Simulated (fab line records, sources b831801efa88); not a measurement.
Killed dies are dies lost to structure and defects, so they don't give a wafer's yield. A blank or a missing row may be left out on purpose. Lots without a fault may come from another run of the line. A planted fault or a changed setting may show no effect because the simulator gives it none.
A struck lot beside a sound one | flow gf180mcu | 27 steps out of a route of 602
Sound: wafers L910.1, L910.2, L910.4. Struck: wafers L912.1, L912.4, L912.5. The cause comes at the end.
At each step with rows: each side's tool, then ch and its chambers, then its first start. Under that, the readings that differ: sound wafers | struck wafers | difference of the means | sigmas: that difference in standard deviations of wafers without a fault.
alike: readings whose means differ by less than 2 such deviations, and words and numbers that are the same on both sides. not compared: withheld readings, readings that some wafer has no value for, bounds like >300 that may hide the same value, and numbers for which the record gives no deviation and whose values overlap.
The two part at a step that has a row with sigmas, a row that says differs or no value, or rows on one side only. Numbers that don't overlap but have no deviation are shown without sigmas and don't part them. A reading that every wafer of one side lacks parts them only if that side has two wafers or more.

first, 1 step without rows for these wafers: GF_V5_ETCH_16 (etches BARC in N2/H2).
GF_V5_ETCH_17: etches SiO2 in C4F8/O2/Ar, stops on TiN, target depth 855 nm.
  sound on rie_diel-02 ch 0,2,3; struck on rie_diel-04 ch 2,3
  alike: oes_product_au
then, 3 steps without rows for these wafers: GF_V5_STRIP_18 (strips in O2/N2); GF_V5_STRIP_19 (strips in post etch residue remover, time 1200 s); GF_V5_CLEAN_20 (cleans in DIW).
GF_V5_SPUTTER_21: material Ti, target thk 15 nm, time 80.02 s.
  sound on pvd_sputter-03, day 29 03:51; struck on pvd_sputter-01, day 29 13:54
  alike: cathode_dc_power_W, chamber_pressure_pa, throttle_valve_pct
GF_V5_SPUTTER_22: material TiN, target thk 10 nm, time 40 s.
  sound on pvd_sputter-03, day 29 03:55; struck on pvd_sputter-01, day 29 13:58
  alike: cathode_dc_power_W, chamber_pressure_pa, throttle_valve_pct
GF_V5_CVD_23: deposits W, target thk 350 nm, time 104.9 s.
  sound on cvd_w-01 ch 0,1, day 29 03:57; struck on cvd_w-02 ch 0,1, day 29 14:00
  alike: chamber_pressure_Torr, heater_power_w
GF_V5_RS_MEAS_24: measures by four-point-probe.
  sound on film_metro-03, day 29 04:04; struck on film_metro-01, day 29 14:07
  alike: V5_W_RS
GF_V5_THK_MEAS_25: measures by xrf.
  sound on film_metro-03, day 29 04:11; struck on film_metro-01, day 29 14:14
  alike: V5_W_THK
GF_V5_CMP_26: polishes, stops on SiO2, t overpolish 15 s, target thk 0 nm.
  sound on cmp-01 ch 0,2,3, day 29 04:14; struck on cmp-02 ch 0,1,2, day 29 14:20
  alike: motor_current_A, overpolish_run_s, time_to_endpoint_s
then, 1 step without rows for these wafers: GF_TOP_METAL_SPUTTER_00 (material Ti, target thk 37.5 nm, time 150 s).
GF_TOP_METAL_SPUTTER_01: material TiN, target thk 30 nm, time 25 s.
  sound on pvd_sputter-02, day 29 04:38; struck on pvd_sputter-04, day 29 14:41
  no value came back on the struck wafers for cathode_dc_power_W (W), chamber_pressure_pa (Pa), throttle_valve_pct (%); on the sound wafers cathode_dc_power_W (W) reads 6500.0 6500.6 6499.3
then, 10 steps without rows for these wafers: GF_TOP_METAL_SPUTTER_02 (material AlCu, target thk 900 nm, time 47.82 s); GF_TOP_METAL_SPUTTER_03 (material Ti, target thk 5 nm, time 3.3 s); GF_TOP_METAL_SPUTTER_04 (material TiN, target thk 25 nm, time 20.8 s); GF_TOP_METAL_DEHYDRATE_07 (time 60 s); GF_TOP_METAL_HMDS_08 (prime time 60 s); GF_TOP_METAL_COAT_09 (resist thk 1500 nm); GF_TOP_METAL_SOFTBAKE_10 (time 60 s); GF_TOP_METAL_EXPOSE_11 (exposes mask MetalTop, target cd 440 nm); GF_TOP_METAL_PEB_12; GF_TOP_METAL_DEVELOP_13 (develop time 60 s).
GF_TOP_METAL_CD_MEAS_14: target cd 440 nm.
  sound on cd_sem-01, day 29 23:36; struck on cd_sem-01, day 30 10:07
  alike: cd_nm
GF_TOP_METAL_OVL_MEAS_15:
  sound on overlay-01, day 29 23:43; struck on overlay-01, day 30 10:14
  alike: TOP_METAL_OVL
GF_TOP_METAL_METAL_ETCH_16: etches the open film in Cl2/BCl3, stops on SiO2, target depth 1077.5 nm, time 179.6 s.
  sound on rie_metal-04 ch 0,1, day 29 23:46; struck on rie_metal-02 ch 0, day 30 10:17
  reading               | sound             | struck            | difference | sigmas
  oes_product_au (a.u.) | 0.969 0.972 0.967 | 0.958 0.948 0.950 | -0.017     | -3
  alike: drypump_motor_current_A, throttle_valve_pct
  not compared: rf_hours_counter_h
then, 1 step without rows for these wafers: GF_TOP_METAL_STRIP_17 (strips in O2/N2).

WHERE THEY PART
First at GF_TOP_METAL_SPUTTER_01; last, within this record, at GF_TOP_METAL_METAL_ETCH_16.

WHY: what the simulator had put in
Skipped step whole: pvd_sputter-04, from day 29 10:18 on, at GF_TOP_METAL_SPUTTER_01. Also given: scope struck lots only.
